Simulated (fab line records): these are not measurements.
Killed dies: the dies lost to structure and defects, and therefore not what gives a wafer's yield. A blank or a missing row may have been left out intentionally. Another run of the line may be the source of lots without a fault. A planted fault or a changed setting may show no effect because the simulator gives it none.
Chamber matching + flow gf180mcu + hdpcvd-02 running GF_V2_CVD_00: 3 sister chambers
The step deposits SiO2, target thk 600 nm, time 100 s. 3 wafers are shown with their chamber, then 9 later ones without.

## WAFERS PAIRED WITH THEIR CHAMBERS
| wafer  | chamber | run length s (s) |
|--------|---------|------------------|
| L625.5 | 0       | 128.6            |
| L628.4 | 1       | 127.1            |
| L628.5 | 2       | 128.3            |

## WAFERS WITHOUT THEIR CHAMBER
| wafer  | run length s (s) |
|--------|------------------|
| L629.2 | 127.9            |
| L629.4 | 128.0            |
| L629.6 | 127.2            |
| L635.2 | 127.8            |
| L635.3 | 127.9            |
| L635.4 | 127.0            |
| L642.1 | 128.0            |
| L642.2 | 127.0            |
| L642.3 | 128.0            |

## WHICH CHAMBER EACH WENT THROUGH
| wafer  | from the rows above          | in truth |
|--------|------------------------------|----------|
| L629.2 | can't be placed: 2 or 0 or 1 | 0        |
| L629.4 | can't be placed: 2 or 0 or 1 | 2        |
| L629.6 | 1                            | 1        |
| L635.2 | can't be placed: 2 or 1 or 0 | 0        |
| L635.3 | can't be placed: 2 or 0 or 1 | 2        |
| L635.4 | 1                            | 1        |
| L642.1 | can't be placed: 2 or 0 or 1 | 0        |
| L642.2 | 1                            | 1        |
| L642.3 | can't be placed: 2 or 0 or 1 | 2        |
3 of 9 placed correctly. Not placeable from these rows: 6 (in 6, the candidates include the true chamber). Wrongly placed: 0.
How it was worked out, from the rows above alone: a wafer's distance from a chamber is the root of the sum, over the readings, of the square of ((its reading less the chamber's mean) divided by the reading's scatter). If the next closest chamber is less than 2 further off than the closest, the wafer can't be placed; otherwise it belongs to the closest. Each chamber's mean is taken over the wafers shown for it. The scatter (one wafer shown for each chamber): square how far every hidden wafer sits from the nearest shown wafer, average those squares and take the square root.
